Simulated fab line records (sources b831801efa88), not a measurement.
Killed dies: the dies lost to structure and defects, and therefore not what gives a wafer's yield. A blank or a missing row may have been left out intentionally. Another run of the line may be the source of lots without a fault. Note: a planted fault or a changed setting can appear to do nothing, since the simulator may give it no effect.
A single fault, viewed from 2 desks | flow gf180mcu | each desk holds nothing but its own numbers, with what lay behind them at the end

## FROM THE METROLOGY DESK
Means of the sampled wafers that have a number, per lot and without regard to the tool the lot ran on: this is what the gauges read. Any lot whose mean is over 4 standard deviations away from the usual mean is out of limits and marked OUT; that distance is given in the brackets.
Columns: A = HV_LDD_02_OVL at GF_HV_LDD_OVL_MEAS_32, usual -1.3 nm; B = HV_LDD_CVD_54_THK at GF_HV_LDD_THK_MEAS_55, usual 9.88 nm
lot  | first seen here | A    | B
L663 | day 11 15:02    | -2.3 | 10.02
L664 | day 11 20:25    | -3.0 | 9.94
L665 | day 12 02:17    | -1.9 | 10.04
L667 | day 12 16:07    | -2.0 | 9.83
L668 | day 13 03:01    | -2.0 | 10.11
L670 | day 13 18:18    | -0.7 | 10.08
L672 | day 14 08:58    | -0.5 | 9.87
L675 | day 15 17:44    | -1.1 | 10.04
L676 | day 15 20:31    | -1.4 | 9.67
L678 | day 16 12:48    | -1.8 | 9.99
L680 | day 16 22:05    | -0.8 | 9.93
L684 | day 18 04:40    | -1.4 | 9.81
L685 | day 18 21:21    | -0.8 | 9.77
L686 | day 19 03:22    | 0.4  | 9.81
This desk's finding: nothing out of limits on any of the 14 lots.

## TOOL OWNER'S DESK, wetBench-04
The tool's own readings at GF_HV_LDD_CLEAN_51 (cleans in SC1/SC2, time 150 s): means of the sampled wafers that have a number, for each lot that ran on this tool. Any lot whose mean is over 4 standard deviations away from the usual mean is out of limits and marked OUT; that distance is given in the brackets.
Columns: A = runLengthS at GF_HV_LDD_CLEAN_51, usual 178 s
lot  | first seen here | A
L663 | day 12 10:45    | 187
L664 | day 12 16:53    | 183
L667 | day 13 13:28    | 185
L672 | day 15 04:23    | 178
L675 | day 16 17:18    | 49 (-37) OUT
L676 | day 16 19:41    | 47 (-37) OUT
This desk's verdict: out of limits on L675, L676, starting with L675 at day 16 17:18 (runLengthS at GF_HV_LDD_CLEAN_51). L663, L664, L667, L672: within limits.

## PUT TOGETHER
An alarm could have come from the tool owner's desk at day 16 17:18, on L675, L676.
From the metrology desk's view, nothing was out of limits.
The metrology desk has L675, L676 on record, within its limits.
All the named lots went through GF_HV_LDD_CLEAN_51 on wetBench-04.

## WHAT THE SIMULATOR PUT IN
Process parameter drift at GF_HV_LDD_CLEAN_51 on wetBench-04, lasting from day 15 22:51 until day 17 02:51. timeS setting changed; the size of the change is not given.
Struck lots among those shown: L675, L676.
Delay in hours, fault start to first out-of-limits reading, by desk: the tool owner's desk at 18.
